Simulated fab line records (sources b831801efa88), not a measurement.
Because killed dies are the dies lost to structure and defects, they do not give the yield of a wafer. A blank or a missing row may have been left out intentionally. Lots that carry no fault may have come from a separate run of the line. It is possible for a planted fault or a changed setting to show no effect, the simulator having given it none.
A lot that was struck, set against a sound lot / flow sky130 / 15 out of 708 route steps
Sound: wafers L206.2, L206.5, L206.6. Wafers L225.2, L225.3, L225.6 were the ones struck. The cause comes at the end.
For every step that has rows: the tool of each side, followed by ch and its chambers, followed by its first start. Under that, the readings that differ: sound wafers / struck wafers / difference of the means / sigmas: that difference in standard deviations of wafers without a fault.
alike: a reading whose means differ by less than 2 such deviations, as well as words and numbers matching on both sides. not compared: withheld readings; readings where some wafer has no value; bounds like >300 that might hide an equal value; numbers whose values overlap and for which the record gives no deviation.
The two part at a step that has a row with sigmas, a row that says differs or no value, or rows on one side only. Numbers that don't overlap but have no deviation are shown without sigmas and don't part them. A reading missing from all wafers of one side parts the sides only when that side holds two or more wafers.

first, 7 steps without rows for these wafers: SKY_CONTACT_HMDS_07 (prime time 60 s); SKY_CONTACT_COAT_08 (resist thk 60 nm); SKY_CONTACT_COAT_09 (resist thk 450 nm); SKY_CONTACT_SOFTBAKE_10 (time 90 s); SKY_CONTACT_EXPOSE_11 (exposes mask CTM1, target cd 170 nm); SKY_CONTACT_PEB_12; SKY_CONTACT_DEVELOP_13 (develop time 60 s).
SKY_CONTACT_CD_MEAS_14 targets a cd of 170 nm.
  sound on cd-sem-02, day 32 10:46; struck on cd-sem-01, day 38 07:45
  alike: cd-nm
SKY_CONTACT_OVL_MEAS_15:
  sound on overlay-01, day 32 10:52; struck on overlay-01, day 38 07:52
  alike: CONTACT_OVL
SKY_CONTACT_ETCH_16: etches BARC in N2/H2, stops on SiO2, time 45.9 s, target depth 60 nm.
  sound on rie-diel-02 ch 0,3, day 32 10:53; struck on rie-diel-02 ch 0,3, day 38 07:53
  alike: bias-w, drypump-motor-current-A, oes-product-au, throttle-valve-pct
  not compared: rf-hours-counter-h
SKY_CONTACT_ETCH_17: etches SiO2 in C4F8/O2/Ar, stops on Si3N4, target depth 340 nm.
  sound on rie-diel-02 ch 0,3, day 32 10:56; struck on rie-diel-02 ch 0,3, day 38 07:56
  alike: bias-w, oes-product-au
SKY_CONTACT_ETCH_18: etches Si3N4 in CHF3/O2, stops on TiN, time 39 s, target depth 75 nm.
  sound on rie-diel-02 ch 0,3; struck on rie-diel-02 ch 0,3
  alike: O2_flow_sccm, bias-w, drypump-motor-current-A, oes-product-au, throttle-valve-pct
  not compared: rf-hours-counter-h
SKY_CONTACT_STRIP_19: strips in O2/N2.
  sound on plasma-asher-04 ch 0,1, day 32 11:02; struck on plasma-asher-02 ch 0,1, day 38 08:01
  no value came back on the struck wafers for chamber-pressure-mTorr (mTorr), drypump-motor-current-A (A), oes-product-au (a.u.), strip-time-to-endpoint-s (s); on the sound wafers chamber-pressure-mTorr (mTorr) reads 1501.0 1499.6 1501.4
reading=model.KrF-thick_of_CONTACT_COAT_09.thk-nm (nm); sound=0 0 0; struck=244.8 247 246.6; difference=+246.1; sigmas=
  not compared: rf-hours-counter-h
then, 1 step without rows for these wafers: SKY_CONTACT_STRIP_20 (strips in post etch residue remover, time 1200 s).
-- the record jumps here: 12 days lie between the struck wafers' starts before and after (it left off in module CONTACT and takes up again in module PAD_OPEN, whose first step shown is number 708 of the route) --
SKY_PAD_OPEN_PROBE_99:
  rows exist in the record for the struck wafers here (prober-01, day 50 14:44), but not for the sound ones

## WHERE THEY PART
First at SKY_CONTACT_STRIP_19; last, within this record, at SKY_PAD_OPEN_PROBE_99.

WHY: whatever the simulator had introduced
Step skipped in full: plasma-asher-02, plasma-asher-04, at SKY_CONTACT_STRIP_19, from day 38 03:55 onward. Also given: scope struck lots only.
